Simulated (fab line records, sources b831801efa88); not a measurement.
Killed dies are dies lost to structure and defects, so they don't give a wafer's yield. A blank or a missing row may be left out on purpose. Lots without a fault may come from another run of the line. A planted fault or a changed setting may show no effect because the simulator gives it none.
Which tool did it? | flow gf180mcu | 10 lots, 30 wafers sampled, at 6 steps of a route of 602

WHAT THE GAUGES READ, wafer by wafer
GF_M4_CD_MEAS_14: target cd 280 nm. Usual: cd_nm 280.0 nm, standard deviation 1.2.
lot  | measured     | on        | cd_nm (nm)        | flag
L566 | day 22 15:43 | cd_sem-01 | 279.6 279.0 278.2 |
L568 | day 23 16:27 | cd_sem-02 | 280.1 279.8 279.5 |
L570 | day 23 23:29 | cd_sem-02 | 279.9 279.8 279.6 |
L572 | day 26 18:29 | cd_sem-02 | 279.8 278.4 279.6 |
L577 | day 27 04:59 | cd_sem-02 | 279.6 279.4 278.6 |
L578 | day 27 06:17 | cd_sem-02 | 281.1 280.6 280.2 |
L580 | day 28 11:16 | cd_sem-01 | 281.3 281.9 282.2 |
L582 | day 28 17:50 | cd_sem-01 | 279.0 278.1 278.1 |
L586 | day 30 01:28 | cd_sem-02 | 281.6 280.5 280.7 |
L585 | day 30 02:21 | cd_sem-02 | 281.2 279.9 281.4 |

GF_V4_RS_MEAS_24: measures by four-point-probe. Usual: V4_W_RS 0.326 ohm/sq, standard deviation 0.0062.
lot  | measured     | on            | V4_W_RS (ohm/sq)  | flag
L566 | day 23 16:49 | film_metro-04 | 0.328 0.311 0.317 |
L568 | day 24 16:56 | film_metro-02 | 0.331 0.330 0.333 |
L570 | day 24 23:28 | film_metro-02 | 0.333 0.330 0.331 |
L572 | day 27 17:24 | film_metro-02 | 0.335 0.332 0.319 |
L577 | day 28 03:07 | film_metro-04 | 0.330 0.315 0.314 |
L578 | day 28 04:12 | film_metro-03 | 0.328 0.327 0.328 |
L580 | day 29 08:32 | film_metro-02 | 0.333 0.330 0.336 |
L582 | day 29 14:43 | film_metro-03 | 0.314 0.318 0.329 |
L586 | day 30 21:38 | film_metro-04 | 0.325 0.329 0.327 |
L585 | day 30 22:05 | film_metro-02 | 0.320 0.329 0.318 |

GF_MIM_RS_MEAS_10: measures by four-point-probe. Usual: MIM_ALCU_RS 0.1596 ohm/sq, standard deviation 0.0016.
lot  | measured     | on            | MIM_ALCU_RS (ohm/sq) | flag
L566 | day 23 17:43 | film_metro-04 | 0.1591 0.1603 0.1629 |
L568 | day 24 17:50 | film_metro-04 | 0.1575 0.1599 0.1598 |
L570 | day 25 00:35 | film_metro-02 | 0.1599 0.1620 0.1598 |
L572 | day 27 18:18 | film_metro-04 | 0.1577 0.1596 0.1580 |
L577 | day 28 04:01 | film_metro-01 | 0.1620 0.1610 0.1597 |
L578 | day 28 05:05 | film_metro-01 | 0.1605 0.1599 0.1606 |
L580 | day 29 09:25 | film_metro-01 | 0.1593 0.1566 0.1597 |
L582 | day 29 15:36 | film_metro-02 | 0.1603 0.1591 0.1588 |
L586 | day 30 22:32 | film_metro-02 | 0.1607 0.1494 0.1587 |
L585 | day 30 22:58 | film_metro-01 | 0.1594 0.1610 0.1613 |

GF_MIM_THK_MEAS_11: measures by xrf. Usual: MIM_ALCU_THK 198.9 nm, standard deviation 2.1.
lot  | measured     | on            | MIM_ALCU_THK (nm) | flag
L566 | day 23 17:50 | film_metro-04 | 199.9 196.2 194.5 |
L568 | day 24 17:57 | film_metro-04 | 200.2 198.4 196.4 |
L570 | day 25 00:41 | film_metro-02 | 199.5 195.1 197.3 |
L572 | day 27 18:25 | film_metro-04 | 200.2 198.4 199.5 |
L577 | day 28 04:08 | film_metro-01 | 196.5 198.3 199.3 |
L578 | day 28 05:12 | film_metro-01 | 199.5 200.2 199.5 |
L580 | day 29 09:32 | film_metro-01 | 199.3 202.3 198.7 |
L582 | day 29 15:43 | film_metro-02 | 197.2 199.2 198.7 |
L586 | day 30 22:39 | film_metro-02 | 197.2 212.3 199.2 |
L585 | day 30 23:05 | film_metro-01 | 199.8 195.8 197.2 |

WHICH TOOL RAN EACH LOT (tool, then ch and the chambers of the sampled wafers, then the start)
lot  | GF_MIM_SPUTTER_08            | GF_MIM_SPUTTER_09
L566 | pvd_sputter-02, day 23 17:39 | pvd_sputter-02, day 23 17:41
L568 | pvd_sputter-02, day 24 17:46 | pvd_sputter-02, day 24 17:47
L570 | pvd_sputter-04, day 25 00:30 | pvd_sputter-04, day 25 00:32
L572 | pvd_sputter-04, day 27 18:13 | pvd_sputter-04, day 27 18:15
L577 | pvd_sputter-04, day 28 03:57 | pvd_sputter-04, day 28 03:58
L578 | pvd_sputter-01, day 28 05:01 | pvd_sputter-01, day 28 05:02
L580 | pvd_sputter-02, day 29 09:22 | pvd_sputter-02, day 29 09:23
L582 | pvd_sputter-01, day 29 15:32 | pvd_sputter-01, day 29 15:34
L586 | pvd_sputter-02, day 30 22:28 | pvd_sputter-02, day 30 22:29
L585 | pvd_sputter-04, day 30 22:53 | pvd_sputter-04, day 30 22:55
- GF_MIM_SPUTTER_08: material AlCu, target thk 200 nm, time 10.6 s.
- GF_MIM_SPUTTER_09: material TiN, target thk 35 nm, time 29.2 s.

WHAT THE TOOLS THEMSELVES READ (means of the sampled wafers that have a number; where no wafer has one, the mark that the record gives instead)
GF_MIM_SPUTTER_08. Usual: cathode_dc_power_W 10600 W, standard deviation 2; throttle_valve_pct 29.9 %, standard deviation 0.65.
lot  | tool           | cathode_dc_power_W (W) | throttle_valve_pct (%) | flag
L566 | pvd_sputter-02 | 10600                  | 29.6                   |
L568 | pvd_sputter-02 | 10600                  | 30.3                   |
L570 | pvd_sputter-04 | 10601                  | 30.2                   |
L572 | pvd_sputter-04 | 10601                  | 30.2                   |
L577 | pvd_sputter-04 | 10597                  | 30.3                   |
L578 | pvd_sputter-01 | 10600                  | 29.4                   |
L580 | pvd_sputter-02 | 10601                  | 29.6                   |
L582 | pvd_sputter-01 | 10599                  | 29.5                   |
L586 | pvd_sputter-02 | 10601                  | 29.7                   |
L585 | pvd_sputter-04 | 10602                  | 30.1                   |

GF_MIM_SPUTTER_09. Usual: cathode_dc_power_W 6500.1 W, standard deviation 1.2; throttle_valve_pct 29.9 %, standard deviation 0.66.
lot  | tool           | cathode_dc_power_W (W) | throttle_valve_pct (%) | flag
L566 | pvd_sputter-02 | 6500.5                 | 29.4                   |
L568 | pvd_sputter-02 | 6500.8                 | 30.3                   |
L570 | pvd_sputter-04 | 6500.7                 | 30.3                   |
L572 | pvd_sputter-04 | 6499.7                 | 30.2                   |
L577 | pvd_sputter-04 | 6500.1                 | 30.3                   |
L578 | pvd_sputter-01 | 6499.6                 | 29.7                   |
L580 | pvd_sputter-02 | 6500.5                 | 29.5                   |
L582 | pvd_sputter-01 | 6501.2                 | 29.5                   |
L586 | pvd_sputter-02 | 6500.2                 | 30.0                   |
L585 | pvd_sputter-04 | 6500.9                 | 30.1                   |

THE ANSWER, worked out from the rows above alone
Rule: a lot is off if the mean of its wafers that have a number lies more than 3 standard deviations from the usual mean. A lot without any number at a reading at which 4 lots or more have one is off too. The other lots that the step has rows for count as sound. The gauges are gone through in route order, then the tools' own readings, and for those a lot's mean is taken as printed above. The first step at which some lot is off is used, and at that step the reading that is off furthest; a lot without a number counts as furthest.
No lot is off at any reading shown: from this, nothing can be told.

WHAT THE SIMULATOR HAD PUT IN
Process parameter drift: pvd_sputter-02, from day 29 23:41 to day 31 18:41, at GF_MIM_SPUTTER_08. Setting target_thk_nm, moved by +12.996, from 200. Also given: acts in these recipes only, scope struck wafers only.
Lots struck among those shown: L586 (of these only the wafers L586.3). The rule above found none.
